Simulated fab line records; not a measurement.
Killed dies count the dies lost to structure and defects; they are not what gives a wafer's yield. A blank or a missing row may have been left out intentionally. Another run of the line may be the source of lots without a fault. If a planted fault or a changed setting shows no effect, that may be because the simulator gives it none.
Struck lot and sound lot, side by side || flow gf180mcu || 15 out of 602 route steps
Sound: wafers L204.1, L204.4, L204.5. The struck wafers were L211.2, L211.3, L211.4. The cause is named last.
At each step with rows: each side's tool, then ch and its chambers, then its first start. Under that, the readings that differ: sound wafers || struck wafers || difference of the means || sigmas: that difference in standard deviations of wafers without a fault.
alike: readings with means less than 2 such deviations apart, plus words and numbers identical on both sides. not compared: withheld readings, readings lacking a value on some wafer, bounds such as >300 that could conceal the same value, and numbers that have no deviation in the record and whose values overlap.
The two part at a step that has a row with sigmas, a row that says differs or no value, or rows on one side only. Numbers that don't overlap but have no deviation are shown without sigmas and don't part them. A reading that every wafer of one side lacks parts them only if that side has two wafers or more.

GF_M3_SPUTTER_04: material TiN, target thk 50 nm, time 41.7 s.
  sound on pvd-sputter-03 at day 22 01:52; struck on pvd-sputter-03 at day 24 16:47
  alike: throttle-valve-pct
GF_M3_RS_MEAS_05: the measuring method here is four-point-probe.
  sound on film-metro-01 at day 22 01:54; struck on film-metro-01 at day 24 16:51
  alike: M3_ALCU_RS
GF_M3_THK_MEAS_06: measures by xrf.
  sound on film-metro-01 at day 22 02:01; struck on film-metro-01 at day 24 16:58
  alike: M3_ALCU_THK
then, 7 steps without rows for these wafers: GF_M3_DEHYDRATE_07 (time 60 s); GF_M3_HMDS_08 (prime time 60 s); GF_M3_COAT_09 (resist thk 1000 nm); GF_M3_SOFTBAKE_10 (time 60 s); GF_M3_EXPOSE_11 (exposes mask Metal3, target cd 280 nm); GF_M3_PEB_12 (peb time 90 s); GF_M3_DEVELOP_13 (develop time 60 s).
GF_M3_CD_MEAS_14 targets a cd of 280 nm.
  sound on cd-sem-02 at day 23 01:19; struck on cd-sem-02 at day 25 14:39
  alike: cd-nm
GF_M3_OVL_MEAS_15:
  sound on overlay-02 at day 23 01:26; struck on overlay-01 at day 25 14:46
  alike: M3_OVL
GF_M3_METAL_ETCH_16: etches the open film in Cl2/BCl3, stops on SiO2, target depth 627.5 nm, time 104.6 s.
  sound on rie-metal-02 ch 0,1, day 23 01:29; struck on rie-metal-01 ch 0,1, day 25 14:47
  no value came back on the struck wafers for any of 5 readings (bcl3-flow-sccm (sccm), bias-w (W) and others); on the sound wafers bcl3-flow-sccm (sccm) reads 40.03 39.97 40.04
{"reading": "model.KrF_of_M3_COAT_09.thk-nm (nm)", "sound": "733.3 727.8 734.6", "struck": "983.9 984.1 983.5", "difference": "+251.9", "sigmas": ""}
  not compared: rf-hours-counter-h
GF_M3_STRIP_17: strips in O2/N2.
  sound on plasma-asher-03 ch 0,1, day 23 01:35; struck on plasma-asher-02 ch 0,1, day 25 14:54
{"reading": "oes-product-au (a.u.)", "sound": "0.559 0.550 0.560", "struck": "0.660 0.658 0.655", "difference": "+0.101", "sigmas": "+22"}
{"reading": "strip-time-to-endpoint-s (s)", "sound": "7.86 7.81 7.86", "struck": "10.21 10.19 10.20", "difference": "+2.36", "sigmas": "+57"}
  alike: drypump-motor-current-A, heater-power-w
  not compared: rf-hours-counter-h
then, 1 step without rows for these wafers: GF_M3_STRIP_18 (strips in post etch residue remover, time 1200 s).

WHERE THEY PART
Last at GF_M3_STRIP_17 as far as this record goes, first at GF_M3_METAL_ETCH_16.

WHY: what the simulator had put in
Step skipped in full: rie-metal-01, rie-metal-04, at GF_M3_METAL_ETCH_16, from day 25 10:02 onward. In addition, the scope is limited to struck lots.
